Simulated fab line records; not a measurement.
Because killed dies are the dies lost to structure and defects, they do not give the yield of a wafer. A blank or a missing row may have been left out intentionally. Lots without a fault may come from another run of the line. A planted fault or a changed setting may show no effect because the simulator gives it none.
Lot-split experiment :: flow sky130 :: route with 708 steps; 5 lots, 23 wafers read

SPLIT DETAILS
At SKY_LOCAL_INTERCONNECT_COAT_06 (resist thk 450 nm), the setting resist thk nm was moved away from the recipe's 450 nm on 10 of the 23 wafers read, by -5.1% to -1.6%. All remaining wafers had this setting at the recipe value.

Split to reading: the file shows no intervening step.

THE READING
KrF-thick_of_LOCAL_INTERCONNECT_COAT_06.thk nm (the simulator's own value, which no gauge read), in nm, at SKY_LOCAL_INTERCONNECT_ETCH_13 (etches BARC in N2/H2, stops on SiO2, time 45.9 s, target depth 60 nm). The file does not state a usual value for it. Here, 13 wafers ran the recipe; their average is 391.6 nm with a standard deviation of 1.8 nm.

wafer: L074.1
tool, chamber at the split: litho track-03, 0
resist thk nm as run, nm: 450
against the recipe: recipe
KrF-thick_of_LOCAL_INTERCONNECT_COAT_06.thk nm, nm: 390.5
against lot-mates on the recipe: -

wafer: L074.2
tool, chamber at the split: litho track-03, 0
resist thk nm as run, nm: 450
against the recipe: recipe
KrF-thick_of_LOCAL_INTERCONNECT_COAT_06.thk nm, nm: 390.1
against lot-mates on the recipe: -

wafer: L074.6
tool, chamber at the split: litho track-03, 0
resist thk nm as run, nm: 450
against the recipe: recipe
KrF-thick_of_LOCAL_INTERCONNECT_COAT_06.thk nm, nm: 389
against lot-mates on the recipe: -

wafer: L080.2
tool, chamber at the split: litho track-03, 0
resist thk nm as run, nm: 426.9
against the recipe: -5.1%
KrF-thick_of_LOCAL_INTERCONNECT_COAT_06.thk nm, nm: 371.1
against lot-mates on the recipe: -23.0

wafer: L080.4
tool, chamber at the split: litho track-03, 0
resist thk nm as run, nm: 426.9
against the recipe: -5.1%
KrF-thick_of_LOCAL_INTERCONNECT_COAT_06.thk nm, nm: 371.1
against lot-mates on the recipe: -23.0

wafer: L080.3
tool, chamber at the split: litho track-03, 0
resist thk nm as run, nm: 450
against the recipe: recipe
KrF-thick_of_LOCAL_INTERCONNECT_COAT_06.thk nm, nm: 394.9
against lot-mates on the recipe: -

wafer: L080.5
tool, chamber at the split: litho track-03, 0
resist thk nm as run, nm: 426.9
against the recipe: -5.1%
KrF-thick_of_LOCAL_INTERCONNECT_COAT_06.thk nm, nm: 369.8
against lot-mates on the recipe: -24.3

wafer: L080.6
tool, chamber at the split: litho track-03, 0
resist thk nm as run, nm: 450
against the recipe: recipe
KrF-thick_of_LOCAL_INTERCONNECT_COAT_06.thk nm, nm: 393.3
against lot-mates on the recipe: -

wafer: L081.1
tool, chamber at the split: litho track-01, 0
resist thk nm as run, nm: 450
against the recipe: recipe
KrF-thick_of_LOCAL_INTERCONNECT_COAT_06.thk nm, nm: 389.6
against lot-mates on the recipe: -

wafer: L081.2
tool, chamber at the split: litho track-01, 0
resist thk nm as run, nm: 433.5
against the recipe: -3.7%
KrF-thick_of_LOCAL_INTERCONNECT_COAT_06.thk nm, nm: 372.8
against lot-mates on the recipe: -17.3

wafer: L081.4
tool, chamber at the split: litho track-01, 0
resist thk nm as run, nm: 450
against the recipe: recipe
KrF-thick_of_LOCAL_INTERCONNECT_COAT_06.thk nm, nm: 390.2
against lot-mates on the recipe: -

wafer: L081.5
tool, chamber at the split: litho track-01, 0
resist thk nm as run, nm: 450
against the recipe: recipe
KrF-thick_of_LOCAL_INTERCONNECT_COAT_06.thk nm, nm: 390.6
against lot-mates on the recipe: -

wafer: L081.6
tool, chamber at the split: litho track-01, 0
resist thk nm as run, nm: 433.5
against the recipe: -3.7%
KrF-thick_of_LOCAL_INTERCONNECT_COAT_06.thk nm, nm: 374.5
against lot-mates on the recipe: -15.6

wafer: L082.1
tool, chamber at the split: litho track-03, 0
resist thk nm as run, nm: 450
against the recipe: recipe
KrF-thick_of_LOCAL_INTERCONNECT_COAT_06.thk nm, nm: 393.8
against lot-mates on the recipe: -

wafer: L082.3
tool, chamber at the split: litho track-03, 0
resist thk nm as run, nm: 450
against the recipe: recipe
KrF-thick_of_LOCAL_INTERCONNECT_COAT_06.thk nm, nm: 392.6
against lot-mates on the recipe: -

wafer: L082.4
tool, chamber at the split: litho track-03, 0
resist thk nm as run, nm: 442.9
against the recipe: -1.6%
KrF-thick_of_LOCAL_INTERCONNECT_COAT_06.thk nm, nm: 384.3
against lot-mates on the recipe: -8.9

wafer: L082.5
tool, chamber at the split: litho track-03, 0
resist thk nm as run, nm: 442.9
against the recipe: -1.6%
KrF-thick_of_LOCAL_INTERCONNECT_COAT_06.thk nm, nm: 386.3
against lot-mates on the recipe: -6.9

wafer: L082.6
tool, chamber at the split: litho track-03, 0
resist thk nm as run, nm: 450
against the recipe: recipe
KrF-thick_of_LOCAL_INTERCONNECT_COAT_06.thk nm, nm: 393.3
against lot-mates on the recipe: -

wafer: L085.1
tool, chamber at the split: litho track-02, 0
resist thk nm as run, nm: 450
against the recipe: recipe
KrF-thick_of_LOCAL_INTERCONNECT_COAT_06.thk nm, nm: 392.3
against lot-mates on the recipe: -

wafer: L085.2
tool, chamber at the split: litho track-02, 0
resist thk nm as run, nm: 436.9
against the recipe: -2.9%
KrF-thick_of_LOCAL_INTERCONNECT_COAT_06.thk nm, nm: 381.1
against lot-mates on the recipe: -10.6

wafer: L085.3
tool, chamber at the split: litho track-02, 0
resist thk nm as run, nm: 436.9
against the recipe: -2.9%
KrF-thick_of_LOCAL_INTERCONNECT_COAT_06.thk nm, nm: 379.3
against lot-mates on the recipe: -12.4

wafer: L085.5
tool, chamber at the split: litho track-02, 0
resist thk nm as run, nm: 450
against the recipe: recipe
KrF-thick_of_LOCAL_INTERCONNECT_COAT_06.thk nm, nm: 391.1
against lot-mates on the recipe: -

wafer: L085.6
tool, chamber at the split: litho track-02, 0
resist thk nm as run, nm: 436.9
against the recipe: -2.9%
KrF-thick_of_LOCAL_INTERCONNECT_COAT_06.thk nm, nm: 379
against lot-mates on the recipe: -12.7

THE FIT
A straight line over all 23 wafers: KrF-thick_of_LOCAL_INTERCONNECT_COAT_06.thk nm changes by +4.24 nm for each +1% of resist thk nm; r = +0.98; the points scatter about the line by 1.7 nm.
The same after taking each lot's own level away (the mean of its wafers on the recipe; 23 wafers): +4.48 nm for each +1%; r = +0.99; scatter 0.91 nm.
According to that fit, moving resist thk nm by its largest amount changes the reading by 23 nm.
The span of the lots' own levels, 389.87 to 394.10 nm, comes to 2.4 times the standard deviation stated above.
Hence the lot-to-lot level has little effect on the slope; both slopes agree.
Check: -23 nm against its lot-mates is what the line predicts for one of the wafers moved furthest among these (-5.1%) when that wafer is left out of the fit. Against them it came out at -23 nm.

OTHER SPLITS APPLIED TO THESE WAFERS
Before the reading, these wafers also passed through other splits. Each is held against what the fit with the lots' levels taken away leaves over:
other split on the same wafers: SKY_LI_CONTACT_EXPOSE_09 dose mj
wafers away from the commonest value: 7
r with KrF-thick_of_LOCAL_INTERCONNECT_COAT_06.thk nm (lot level and that fit taken away): +0.23

other split on the same wafers: SKY_LI_CONTACT_SPUTTER_19 chamber pressure pa
wafers away from the commonest value: 15
r with KrF-thick_of_LOCAL_INTERCONNECT_COAT_06.thk nm (lot level and that fit taken away): +0.36

THE WHOLE CHAIN: every reading that the file lists as answering this split, in the file's order
step: SKY_LOCAL_INTERCONNECT_COAT_06
what it does: resist thk 450 nm
reading: KrF-thick_of_LOCAL_INTERCONNECT_COAT_06.thk nm (the simulator's own value, which no gauge read)
change (the file's fit): +4.59 nm for each +1% of the setting
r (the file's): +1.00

step: SKY_LOCAL_INTERCONNECT_ETCH_13
what it does: etches BARC in N2/H2, stops on SiO2, time 45.9 s, target depth 60 nm
reading: KrF-thick_of_LOCAL_INTERCONNECT_COAT_06.thk nm (the simulator's own value, which no gauge read)
change (the file's fit): +4.5 nm for each +1% of the setting
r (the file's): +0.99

step: SKY_LOCAL_INTERCONNECT_STRIP_15
what it does: strips in O2/N2
reading: strip time to endpoint s
change (the file's fit): withheld for each +1% of the setting
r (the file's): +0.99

THE FILE'S OWN FIT
KrF-thick_of_LOCAL_INTERCONNECT_COAT_06.thk nm changes by +4.5 nm for each +1% of resist thk nm, r = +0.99.
